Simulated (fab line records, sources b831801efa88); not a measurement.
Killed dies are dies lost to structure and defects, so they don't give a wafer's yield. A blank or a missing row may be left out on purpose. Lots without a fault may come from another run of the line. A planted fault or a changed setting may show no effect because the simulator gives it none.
fab line records | flow gf180mcu
record lots=14 wafers=42 last_day=34
route steps=602 shown VT_IMPLANT@98 HV_LDD@207 SALICIDE@282 CONTACT@313
lots that met no fault: from a run of the same line without faults
start_h: hours from the record's first day to the start of the lot's first wafer shown | wait_h: hours since the lot's step before | " the same as in the row above | L1.1+2: a row that stands for several wafers | - no value, or no start given | * or withheld: withheld | < > ~ a bound
route shown NAME@n: a module of which the file shows steps, and the number in the route of the first | usual: mean/standard deviation of fault-free wafers | same: alike in all rows | chamber/n: place in a boat | sites: the reading at each site | _std_site: their standard deviation | _edge_site: outer sites' mean less inner sites' | radius_mm: how far each site lies from the wafer's centre | mask NAME#n: copy n | behind: the tool/chamber that last shaped the wafer | hold: why the lot was held/for how many hours/how that ended | device: the transistor (n, p or np) that didn't switch | end of line: the same wafers' tests at the end of the route | a step without rows: its recipe alone | killed: dies lost to structure and defects at the first sort, not the wafer's yield | map: a wafer's dies, x killed, . not, _ none there
set.NAME: the setting as run; set.NAME@STEP: as run at that earlier step | model.NAME: the simulator's own value behind a step, which no gauge read
steps of the route over a sample of lots; a table a step, a row a wafer
services: from which hour (start_h, from the record's first day; less than 0 if before it) a tool's chamber was out of use, for how many hours, and why
## steps
# step GF_VT_IMPLANT_IMPLANT_08
# recipe species=BF2 energy_kev=20 dose_cm2=8.29e+12 tilt_deg=7
# columns lot.wafer tool chamber start_h wait_h
L179.1+2+4 implanter-04 0 113.97 0.0
L180.1+4+5 implanter-04 0 120.13 0.0
L181.2+4+6 implanter-01 0 124.19 0.0
L182.2+3+6 implanter-01 0 129.52 0.0
L182.2+3+6 implanter-01 0 129.84 0.3
L183.1+3+4 implanter-04 0 135.23 0.0
L184.3+4+6 implanter-02 0 141.35 0.1
L186.1+4+5 implanter-02 0 156.63 0.0
L191.1+3+5 implanter-04 0 184.43 0.0
L191.1+3+5 implanter-04 0 184.75 0.3
L192.2+5+6 implanter-01 0 191.89 0.0
L197.2+3+6 implanter-02 0 222.50 0.0
L198.2+3+4 implanter-04 0 230.45 0.0
L199.1+2+5 implanter-01 0 237.01 0.0
L200.4+5+6 implanter-04 0 240.47 0.1
L201.2+5+6 implanter-01 0 248.30 0.0
# step GF_VT_IMPLANT_TW_MEAS_10
# usual VT_IMPLANT_TW=559/3.8
# columns lot.wafer tool chamber start_h wait_h VT_IMPLANT_TW
L179.1 film_metro-04 - 114.22 0.1 556
L179.2 " - " " 554
L179.4 " - " " 554
L180.1 film_metro-02 - 120.38 0.1 565
L180.4 " - " " 565
L180.5 " - " " 562
L181.2 film_metro-04 - 124.43 0.1 558
L181.4 " - " " 559
L181.6 " - " " 560
L182.2 film_metro-03 - 130.11 0.1 688
L182.3 " - " " 692
L182.6 " - " " 693
L183.1 film_metro-03 - 135.48 0.1 553
L183.3 " - " " 554
L183.4 " - " " 555
L184.3 film_metro-04 - 141.57 0.1 558
L184.4 " - " " 562
L184.6 " - " " 557
L186.1 film_metro-02 - 156.88 0.1 558
L186.4 " - " " 557
L186.5 " - " " 561
L191.1 film_metro-02 - 185.00 0.1 693
L191.3 " - " " 696
L191.5 " - " " 695
L192.2 film_metro-03 - 192.12 0.1 552
L192.5 " - " " 551
L192.6 " - " " 554
L197.2 film_metro-04 - 222.74 0.1 555
L197.3 " - " " 558
L197.6 " - " " 555
L198.2 film_metro-02 - 230.69 0.1 561
L198.3 " - " " 563
L198.4 " - " " 563
L199.1 film_metro-04 - 237.26 0.1 554
L199.2 " - " " 552
L199.5 " - " " 556
L200.4 film_metro-02 - 240.67 0.1 563
L200.5 " - " " 562
L200.6 " - " " 562
L201.2 film_metro-02 - 248.54 0.1 568
L201.5 " - " " 565
L201.6 " - " " 567
# step GF_HV_LDD_CD_MEAS_31
# recipe target_cd_nm=400
# usual cd_nm=402.2/2.1
# columns lot.wafer tool chamber start_h wait_h cd_nm
L179.1 cd_sem-02 - 259.91 0.1 404.7
L179.2 " - " " 402.8
L179.4 " - " " 403.6
L180.1 cd_sem-02 - 264.01 0.1 402.0
L180.4 " - " " 403.4
L180.5 " - " " 401.1
L181.2 cd_sem-01 - 271.06 0.1 404.7
L181.4 " - " " 402.3
L181.6 " - " " 402.1
L182.2 cd_sem-01 - 278.88 0.1 402.4
L182.3 " - " " 402.8
L182.6 " - " " 402.6
L183.1 cd_sem-01 - 284.01 0.1 401.8
L183.3 " - " " 400.8
L183.4 " - " " 401.6
L184.3 cd_sem-02 - 291.64 0.3 403.9
L184.4 " - " " 401.9
L184.6 " - " " 402.1
L186.1 cd_sem-01 - 311.76 0.1 401.6
L186.4 " - " " 400.1
L186.5 " - " " 402.6
L191.1 cd_sem-02 - 347.56 0.1 401.8
L191.3 " - " " 402.3
L191.5 " - " " 403.7
L192.2 cd_sem-01 - 356.88 0.1 401.1
L192.5 " - " " 399.1
L192.6 " - " " 398.2
L197.2 cd_sem-01 - 398.68 0.1 398.7
L197.3 " - " " 400.7
L197.6 " - " " 399.3
L198.2 cd_sem-01 - 406.63 0.1 404.8
L198.3 " - " " 402.4
L198.4 " - " " 400.9
L199.1 cd_sem-02 - 416.71 0.1 400.6
L199.2 " - " " 399.3
L199.5 " - " " 398.8
L200.4 cd_sem-01 - 425.82 0.1 404.4
L200.5 " - " " 404.7
L200.6 " - " " 402.2
L201.2 cd_sem-01 - 428.98 0.1 402.0
L201.5 " - " " 402.2
L201.6 " - " " 402.5
# step GF_SALICIDE_RS_MEAS_04
# recipe thk_meas_gauge=four-point-probe reads=TiN_of_SALICIDE_SPUTTER_03+Co_of_SALICIDE_SPUTTER_02
# usual SALICIDE_TIN_RS=16.25/0.26
# columns lot.wafer tool chamber start_h wait_h SALICIDE_TIN_RS[ohm/sq]
L179.1 film_metro-01 - 345.85 0.0 16.11
L179.2 " - " " 16.02
L179.4 " - " " 16.22
L180.1 film_metro-03 - 351.40 0.0 16.63
L180.4 " - " " 16.28
L180.5 " - " " 16.53
L181.2 film_metro-01 - 358.02 0.0 15.88
L181.4 " - " " 15.79
L181.6 " - " " 15.86
L182.2 film_metro-01 - 367.67 0.0 16.42
L182.3 " - " " 16.44
L182.6 " - " " 16.51
L183.1 film_metro-02 - 372.22 0.0 16.44
L183.3 " - " " 16.31
L183.4 " - " " 16.44
L184.3 film_metro-02 - 384.15 0.1 16.47
L184.4 " - " " 16.59
L184.6 " - " " 16.36
L186.1 film_metro-02 - 406.20 0.0 16.28
L186.4 " - " " 16.04
L186.5 " - " " 16.14
L191.1 film_metro-03 - 446.51 0.0 16.13
L191.3 " - " " 16.49
L191.5 " - " " 16.23
L192.2 film_metro-02 - 455.94 0.0 16.51
L192.5 " - " " 16.52
L192.6 " - " " 16.57
L197.2 film_metro-02 - 499.99 0.0 15.95
L197.3 " - " " 15.81
L197.6 " - " " 16.15
L198.2 film_metro-03 - 508.90 0.0 15.84
L198.3 " - " " 15.73
L198.4 " - " " 16.02
L199.1 film_metro-02 - 517.13 0.0 16.05
L199.2 " - " " 16.02
L199.5 " - " " 15.94
L200.4 film_metro-02 - 527.53 0.1 16.32
L200.5 " - " " 16.25
L200.6 " - " " 16.51
L201.2 film_metro-02 - 529.44 0.0 15.93
L201.5 " - " " 16.47
L201.6 " - " " 16.50
# step GF_CONTACT_THK_MEAS_26
# recipe thk_meas_gauge=xrf reads=W_of_CONTACT_CVD_24
# usual CONTACT_W_THK=299/3.3
# columns lot.wafer tool chamber start_h wait_h CONTACT_W_THK[nm]
L179.1 film_metro-01 - 370.24 0.1 301
L179.2 " - " " 307
L179.4 " - " " 300
L180.1 film_metro-04 - 375.10 0.1 294
L180.4 " - " " 298
L180.5 " - " " 294
L181.2 film_metro-01 - 382.50 0.1 300
L181.4 " - " " 308
L181.6 " - " " 300
L182.2 film_metro-01 - 392.61 0.1 296
L182.3 " - " " 298
L182.6 " - " " 300
L183.1 film_metro-04 - 396.76 0.1 298
L183.3 " - " " 296
L183.4 " - " " 298
L184.3 film_metro-02 - 409.47 0.1 304
L184.4 " - " " 295
L184.6 " - " " 306
L186.1 film_metro-02 - 432.21 0.1 292
L186.4 " - " " 294
L186.5 " - " " 294
L191.1 film_metro-04 - 473.41 0.1 304
L191.3 " - " " 298
L191.5 " - " " 301
L192.2 film_metro-04 - 481.84 0.1 302
L192.5 " - " " 306
L192.6 " - " " 300
L197.2 film_metro-01 - 525.50 0.1 300
L197.3 " - " " 295
L197.6 " - " " 295
L198.2 film_metro-02 - 533.78 0.1 298
L198.3 " - " " 298
L198.4 " - " " 298
L199.1 film_metro-04 - 542.09 0.1 292
L199.2 " - " " 297
L199.5 " - " " 294
L200.4 film_metro-02 - 552.18 0.1 300
L200.5 " - " " 303
L200.6 " - " " 298
L201.2 film_metro-02 - 554.35 0.1 301
L201.5 " - " " 298
L201.6 " - " " 301
## services
# columns tool chamber start_h hours kind
implanter-01 - 127.28 2.0 repair
implanter-04 - 153.88 3.6 pm
implanter-02 - 184.17 4.7 repair
implanter-02 - 195.67 5.7 repair
implanter-01 - 227.20 3.3 pm
## key
first_sign step=GF_VT_IMPLANT_IMPLANT_08 reading=visit direction=added
effect step=GF_VT_IMPLANT_TW_MEAS_10 reading=VT_IMPLANT_TW direction=up sigmas=35 usual=559 struck=693
met_at GF_VT_IMPLANT_IMPLANT_08
struck_lots L182,L191
tester_left_out L182,L191
not_acting_at GF_HV_LDD_CD_MEAS_31,GF_SALICIDE_RS_MEAS_04,GF_CONTACT_THK_MEAS_26
fault kind=repeated_step_whole tool=implanter-01,implanter-02,implanter-04 chamber=- onset_h=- steps=GF_VT_IMPLANT_IMPLANT_08 times=1 scope=struck_lots_only
# tester_left_out: of these lots the tester's yield and bins aren't shown, on N5 and GAA mostly nor the transistor test; their killed dies are dies lost to structure and defects alone, not to doping, threshold or leakage, so they don't give the yield
